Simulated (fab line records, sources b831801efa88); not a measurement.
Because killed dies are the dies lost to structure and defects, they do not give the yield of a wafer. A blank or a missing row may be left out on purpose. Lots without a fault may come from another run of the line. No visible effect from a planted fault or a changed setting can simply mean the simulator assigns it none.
Which tool was responsible? :: flow sky130 :: Sampling: 7 lots, 19 wafers, 2 of 708 route steps

WHAT THE GAUGES SHOWED, per wafer
SKY_FIELD_ISO_CD_MEAS_13 targets a cd of 150 nm.
lot: L262
measured: day 2 09:53
on: cd_sem-02
cd_nm (nm): 150.0 150.0 150.3

lot: L264
measured: day 2 22:58
on: cd_sem-01
cd_nm (nm): 148.3 149.4 150.4

lot: L267
measured: day 3 11:37
on: cd_sem-01
cd_nm (nm): 149.8 151.0 152.4

lot: L269
measured: day 3 22:10
on: cd_sem-01
cd_nm (nm): 150.2 149.8 147.9

lot: L271
measured: day 4 08:17
on: cd_sem-01
cd_nm (nm): 149.9 149.2 149.7

lot: L280
measured: day 6 07:54
on: cd_sem-02
cd_nm (nm): 127.0 149.4

lot: L282
measured: day 6 19:07
on: cd_sem-02
cd_nm (nm): 148.5 125.3

EACH LOT AND THE TOOL THAT RAN IT (in order: tool; ch and the chambers of the sampled wafers; start)
lot: L262
SKY_FIELD_ISO_EXPOSE_10: krf_scanner-01 ch 0, day 2 02:35

lot: L264
SKY_FIELD_ISO_EXPOSE_10: krf_scanner-02 ch 0, day 2 15:19

lot: L267
SKY_FIELD_ISO_EXPOSE_10: krf_scanner-01 ch 0, day 3 03:37

lot: L269
SKY_FIELD_ISO_EXPOSE_10: krf_scanner-02 ch 0, day 3 14:11

lot: L271
SKY_FIELD_ISO_EXPOSE_10: krf_scanner-01 ch 0, day 3 23:43

lot: L280
SKY_FIELD_ISO_EXPOSE_10: krf_scanner-02 ch 0, day 5 22:33

lot: L282
SKY_FIELD_ISO_EXPOSE_10: krf_scanner-02 ch 0, day 6 10:26
- SKY_FIELD_ISO_EXPOSE_10: exposes mask FOM, target cd 150 nm.

THE ANSWER, worked out from the rows above alone
Rule: what is usual is taken from the lots themselves. Put in order of their means at a reading, lots are off if they are a third of the lots or fewer, leave a main group of 4 or more, and stand apart from it by a gap of 3 or more times the standard deviation of the main group's means; of several such gaps the widest counts. A main group whose means are all the same, to the digits that the tables above print for the reading, isn't used. A lot without any number at a reading at which 4 lots or more have one is off too. The other lots that the step has rows for count as sound.
Off at SKY_FIELD_ISO_CD_MEAS_13 (cd_nm): L280, L282. Main group: mean 149.9 nm, sd 0.65.
If a tool, at a process step before that reading, ran all the lots that are off and no sound lot after the first of them, it fits. Those tools and the gauges at SKY_FIELD_ISO_CD_MEAS_13 are tried in the same way. This does not decide it: 2 tools fit, namely krf_scanner-02 at SKY_FIELD_ISO_EXPOSE_10 and cd_sem-02 at SKY_FIELD_ISO_CD_MEAS_13.

WHAT THE SIMULATOR PUT IN
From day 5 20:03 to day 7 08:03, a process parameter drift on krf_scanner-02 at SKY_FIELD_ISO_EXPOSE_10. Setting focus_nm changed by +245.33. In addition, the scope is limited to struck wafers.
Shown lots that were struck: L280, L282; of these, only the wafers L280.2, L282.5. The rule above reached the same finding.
